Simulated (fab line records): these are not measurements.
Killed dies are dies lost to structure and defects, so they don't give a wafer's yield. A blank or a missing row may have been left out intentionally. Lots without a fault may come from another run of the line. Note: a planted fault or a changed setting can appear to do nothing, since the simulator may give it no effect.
fab line records    flow sky130    part 2 of 2: steps 36 to 44 of 44
record: lots: 5  wafers: 15  lastDay: 51
route steps=708 shown LDD_P@260 LDD_HVN@267 LDD_HVP@278 LDD_LDN@289
lots that met no fault: taken from a fault-free run of the same line
startH: hours from the record's first day to the start of the lot's first wafer shown    waitH: hours from the lot's prior step to this one    " unchanged from the row above    L1.1+2: one row covering several wafers at once    - either no value or no given start    * or withheld: withheld    < > ~ a bound
route shown NAME@n: names a module that has steps shown in the file, with the first one's number in the route    usual: mean/standard deviation taken from wafers without a fault    same: alike in all rows    chamber/n: place in a boat    sites: the reading at each site    _std_site: standard deviation across them    _edge_site: outer sites' mean less inner sites'    radiusMm: for every site, how far away it sits from the centre of the wafer    mask NAME#n: copy n    behind: the last tool/chamber to shape the wafer    hold: the reason the lot was held/the length of the hold in hours/how it ended    device: transistor that didn't switch, given as n, p or np    end of line: the tests these same wafers got at the end of their route    step lacking rows: just its recipe    killed: not the wafer's yield, but the dies lost to structure and defects at the first sort    map: a wafer's dies, marking killed ones x, the rest . and places with no die _
set.NAME: the setting as run; set.NAME@STEP: as run at that earlier step    model.NAME: the simulator's own value behind a step, which no gauge read
a table for each step, a row for each wafer; lots at some steps of the route
services: a tool's chamber out of use, with start hour (startH, from the record's first day; less than 0 if before it), hours out, and reason
== steps ==
step: SKY_LDD_LDN_DEVELOP_06
recipe: resist: NOVOLAK  developer: TMAH  developTimeS: 60  devTempC: 23
same: developTimeS: 60
lot.wafer   tool           chamber  startH  waitH
L075.2+4+6  lithoTrack-02  0        560.23  0.1
L081.4+5+6  lithoTrack-01  0        604.43  0.1
L089.3+5+6  lithoTrack-01  0        668.41  0.1
L095.1+4+5  lithoTrack-04  0        713.57  0.1
L096.1+2+3  lithoTrack-01  0        720.16  0.1
step: SKY_LDD_LDN_OVL_MEAS_07
usual: LDD_LDN_OVL: -0.2/1.3
lot.wafer  tool        chamber  startH  waitH  LDD_LDN_OVL[nm]
L075.2     overlay-02  -        560.36  0.1    -0.2
L075.4     "           -        "       "      -3.4
L075.6     "           -        "       "      -0.9
L081.4     overlay-02  -        604.53  0.1    1.9
L081.5     "           -        "       "      0.6
L081.6     "           -        "       "      2.3
L089.3     overlay-01  -        668.52  0.1    0.5
L089.5     "           -        "       "      1.7
L089.6     "           -        "       "      2.0
L095.1     overlay-02  -        713.72  0.1    -0.4
L095.4     "           -        "       "      1.3
L095.5     "           -        "       "      -1.1
L096.1     overlay-01  -        720.31  0.1    -0.9
L096.2     "           -        "       "      -2.8
L096.3     "           -        "       "      -2.4
step: SKY_LDD_LDN_IMPLANT_08
recipe: species: As  energyKev: 15  doseCm2: 1.25e+13  tiltDeg: withheld  rotationDeg: 23
usual: doseIonsCm2: 1.25e+13/1.5e+10
same: implantIonAmu: 75
lot.wafer  tool          chamber  startH  waitH  doseIonsCm2
L075.2     implanter-04  0        560.42  0.0    1.2517e+13
L075.4     "             0        "       "      1.2485e+13
L075.6     "             0        "       "      1.2498e+13
L081.4     implanter-02  0        604.62  0.1    1.2516e+13
L081.5     "             0        "       "      1.2487e+13
L081.6     "             0        "       "      1.249e+13
L089.3     implanter-01  0        668.60  0.1    1.2512e+13
L089.5     "             0        "       "      1.2501e+13
L089.6     "             0        "       "      1.2509e+13
L095.1     implanter-02  0        713.75  0.0    1.2492e+13
L095.4     "             0        "       "      1.2465e+13
L095.5     "             0        "       "      1.2492e+13
L096.1     implanter-04  0        720.35  0.0    1.2508e+13
L096.2     "             0        "       "      1.2486e+13
L096.3     "             0        "       "      1.2486e+13
step: SKY_LDD_LDN_IMPLANT_09
recipe: species: As  energyKev: 15  doseCm2: 1.25e+13  tiltDeg: withheld  rotationDeg: 113
usual: doseIonsCm2: 1.2501e+13/1.5e+10
same: implantIonAmu: 75
lot.wafer  tool          chamber  startH  waitH  doseIonsCm2
L075.2     implanter-04  0        560.57  0.1    1.2489e+13
L075.4     "             0        "       "      1.2491e+13
L075.6     "             0        "       "      1.2525e+13
L081.4     implanter-02  0        604.77  0.1    1.2476e+13
L081.5     "             0        "       "      1.2496e+13
L081.6     "             0        "       "      1.251e+13
L089.3     implanter-01  0        668.75  0.1    1.2501e+13
L089.5     "             0        "       "      1.2498e+13
L089.6     "             0        "       "      1.2495e+13
L095.1     implanter-02  0        713.90  0.1    1.2515e+13
L095.4     "             0        "       "      1.2506e+13
L095.5     "             0        "       "      1.2501e+13
L096.1     implanter-04  0        720.50  0.1    1.2508e+13
L096.2     "             0        "       "      1.2465e+13
L096.3     "             0        "       "      1.2486e+13
step: SKY_LDD_LDN_IMPLANT_10
recipe: species: As  energyKev: 15  doseCm2: 1.25e+13  tiltDeg: withheld  rotationDeg: 203
usual: doseIonsCm2: 1.2497e+13/1.4e+10
same: implantIonAmu: 75
lot.wafer  tool          chamber  startH  waitH  doseIonsCm2
L075.2     implanter-04  0        560.72  0.1    1.2505e+13
L075.4     "             0        "       "      1.2474e+13
L075.6     "             0        "       "      1.2501e+13
L081.4     implanter-02  0        604.92  0.1    1.2502e+13
L081.5     "             0        "       "      1.2483e+13
L081.6     "             0        "       "      1.2508e+13
L089.3     implanter-01  0        668.90  0.1    1.2487e+13
L089.5     "             0        "       "      1.2512e+13
L089.6     "             0        "       "      1.2501e+13
L095.1     implanter-02  0        714.05  0.1    1.2514e+13
L095.4     "             0        "       "      1.2476e+13
L095.5     "             0        "       "      1.2488e+13
L096.1     implanter-04  0        720.65  0.1    1.252e+13
L096.2     "             0        "       "      1.2536e+13
L096.3     "             0        "       "      1.2506e+13
step: SKY_LDD_LDN_IMPLANT_11
recipe: species: As  energyKev: 15  doseCm2: 1.25e+13  tiltDeg: withheld  rotationDeg: 293
usual: doseIonsCm2: 1.25e+13/1.5e+10
same: implantIonAmu: 75
lot.wafer  tool          chamber  startH  waitH  doseIonsCm2
L075.2     implanter-04  0        560.87  0.1    1.251e+13
L075.4     "             0        "       "      1.2508e+13
L075.6     "             0        "       "      1.2529e+13
L081.4     implanter-02  0        605.07  0.1    1.2474e+13
L081.5     "             0        "       "      1.2482e+13
L081.6     "             0        "       "      1.2473e+13
L089.3     implanter-01  0        669.05  0.1    1.2503e+13
L089.5     "             0        "       "      1.2507e+13
L089.6     "             0        "       "      1.2514e+13
L095.1     implanter-02  0        714.20  0.1    1.2513e+13
L095.4     "             0        "       "      1.2514e+13
L095.5     "             0        "       "      1.2486e+13
L096.1     implanter-04  0        720.80  0.1    1.2499e+13
L096.2     "             0        "       "      1.248e+13
L096.3     "             0        "       "      1.2511e+13
step: SKY_LDD_LDN_STRIP_12
recipe: chemistry: O2/N2  powerW: 1400  pressureMtorr: 1500  platenTempC: withheld  o2FlowSccm: 3000  n2FlowSccm: 300  overashFraction: 0.5
usual: drypumpMotorCurrentA: 5.7/0.4  oesProductAu: 0.715/0.0048  stripTimeToEndpointS: 14.17/0.04
lot.wafer  tool            chamber  startH  waitH  drypumpMotorCurrentA  oesProductAu  rfHoursCounterH  stripTimeToEndpointS
L075.2     plasmaAsher-02  0        560.99  0.1    6.0                   0.709         43               14.13
L075.4     "               1        "       "      6.1                   0.701         -                14.12
L075.6     "               0        "       "      6.0                   0.716         -                14.13
L081.4     plasmaAsher-02  0        605.18  0.1    6.0                   0.708         -                14.09
L081.5     "               0        "       "      6.0                   0.719         -                14.15
L081.6     "               1        "       "      6.1                   0.714         -                14.14
L089.3     plasmaAsher-03  0        669.18  0.1    5.4                   0.715         -                14.20
L089.5     "               1        "       "      5.2                   0.715         -                14.18
L089.6     "               0        "       "      5.4                   0.719         -                14.19
L095.1     plasmaAsher-01  1        714.35  0.1    5.1                   0.717         107              14.18
L095.4     "               0        "       "      6.0                   0.717         -                14.15
L095.5     "               0        "       "      6.0                   0.716         -                14.16
L096.1     plasmaAsher-03  1        720.95  0.1    5.2                   0.715         33               14.15
L096.2     "               0        "       "      5.4                   0.717         33               14.16
L096.3     "               0        "       "      5.5                   0.715         -                14.15
step: SKY_LDD_LDN_TW_MEAS_13
usual: LDD_LDN_TW: 1488/13
lot.wafer  tool          chamber  startH  waitH  LDD_LDN_TW
L075.2     filmMetro-03  -        561.10  0.1    1483
L075.4     "             -        "       "      1495
L075.6     "             -        "       "      1489
L081.4     filmMetro-04  -        605.28  0.1    1479
L081.5     "             -        "       "      1474
L081.6     "             -        "       "      1475
L089.3     filmMetro-03  -        669.27  0.1    1482
L089.5     "             -        "       "      1495
L089.6     "             -        "       "      1485
L095.1     filmMetro-04  -        714.45  0.1    1490
L095.4     "             -        "       "      1484
L095.5     "             -        "       "      1481
L096.1     filmMetro-04  -        721.05  0.1    1472
L096.2     "             -        "       "      1469
L096.3     "             -        "       "      1466
step: SKY_LDD_LDN_CLEAN_14
recipe: chemistry: SC1/SC2  mix: 1:4:20  tempC: 70  timeS: 150  dry: n2Spin
lot.wafer   tool         chamber  startH  waitH
L075.2+4+6  wetBench-02  2        561.15  0.0
L081.4+5+6  wetBench-02  3        605.31  0.0
L089.3+5+6  wetBench-04  2        669.31  0.0
L095.1+4+5  wetBench-04  3        714.51  0.1
L096.1+2+3  wetBench-01  3        721.11  0.1
== services ==
tool             chamber  startH  hours  kind
implanter-02     -        458.40  12.4   repair
plasmaAsher-02   -        472.30  14.6   pm
plasmaAsher-02   -        500.24  4.7    repair
implanter-02     -        500.75  3.6    repair
implanter-03     -        507.71  5.9    repair
implanter-03     -        521.69  1.2    repair
implanter-04     -        544.30  3.9    repair
implanter-03     -        547.97  2.3    repair
implanter-01     -        555.80  2.1    repair
ilineStepper-02  -        563.84  3.9    repair
plasmaAsher-01   -        595.06  5.6    repair
ilineStepper-02  -        602.84  1.7    pm
implanter-01     -        630.70  2.0    repair
implanter-02     -        632.69  0.6    repair
implanter-04     -        634.69  1.5    repair
plasmaAsher-01   -        640.30  2.8    pm
implanter-04     -        646.32  3.9    repair
ilineStepper-01  -        649.24  1.7    pm
plasmaAsher-01   -        653.89  1.8    repair
implanter-04     -        654.86  1.9    repair
implanter-01     -        657.92  5.2    repair
ilineStepper-02  -        665.71  1.4    repair
implanter-04     -        692.36  3.3    repair
ilineStepper-01  -        718.52  2.1    pm
